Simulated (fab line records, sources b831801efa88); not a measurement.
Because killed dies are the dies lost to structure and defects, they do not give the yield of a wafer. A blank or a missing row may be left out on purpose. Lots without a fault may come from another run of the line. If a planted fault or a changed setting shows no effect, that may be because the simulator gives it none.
Which tool was responsible? | flow gf180mcu | 7 lots, 21 wafers sampled, at 2 steps of a route of 602

WHAT EACH GAUGE READ, for each wafer
GF_SAB_OVL_MEAS_10.
lot  | measured     | on         | SAB_OVL (nm)
L843 | day 15 07:56 | overlay-01 | -2.7 -2.6 -1.5
L845 | day 16 04:36 | overlay-01 | -2.2 -4.3 -2.4
L847 | day 17 12:00 | overlay-01 | -1.0 -1.2 -2.8
L852 | day 18 21:50 | overlay-01 | 0.8 -1.8 -1.0
L856 | day 20 07:41 | overlay-01 | -0.4 -0.9 -2.8
L859 | day 21 08:15 | overlay-02 | -1.9 1.8 0.3
L865 | day 23 17:46 | overlay-02 | -3.0 0.3 -0.4

TOOL THAT RAN EACH LOT (tool first, then ch and the chambers of the sampled wafers, then the start)
lot  | GF_SAB_CVD_00
L843 | pecvd-04 ch 1,2, day 14 10:25
L845 | pecvd-04 ch 0,2, day 15 07:04
L847 | pecvd-03 ch 1,2, day 16 14:04
L852 | pecvd-04 ch 0,1,2, day 17 22:37
L856 | pecvd-01 ch 1,2, day 19 07:37
L859 | pecvd-04 ch 0,1,2, day 20 08:07
L865 | pecvd-01 ch 1,2, day 22 19:25
- GF_SAB_CVD_00: deposits SiO2 from TEOS, target thk 50 nm, time 4.9302 s.

THE ANSWER, worked out from the rows above alone
Rule: usual is defined by the lots themselves. Put in order of their means at a reading, lots are off if they are a third of the lots or fewer, leave a main group of 4 or more, and stand apart from it by a gap of 3 or more times the standard deviation of the main group's means; of several such gaps the widest counts. A main group is skipped when, at the precision printed for the reading in the tables above, its means are all equal. A lot without any number at a reading at which 4 lots or more have one is off too. Any other lot the step has rows for is counted as sound.
None of the lots is off at any reading shown; this tells nothing.

WHAT HAD BEEN PUT IN BY THE SIMULATOR
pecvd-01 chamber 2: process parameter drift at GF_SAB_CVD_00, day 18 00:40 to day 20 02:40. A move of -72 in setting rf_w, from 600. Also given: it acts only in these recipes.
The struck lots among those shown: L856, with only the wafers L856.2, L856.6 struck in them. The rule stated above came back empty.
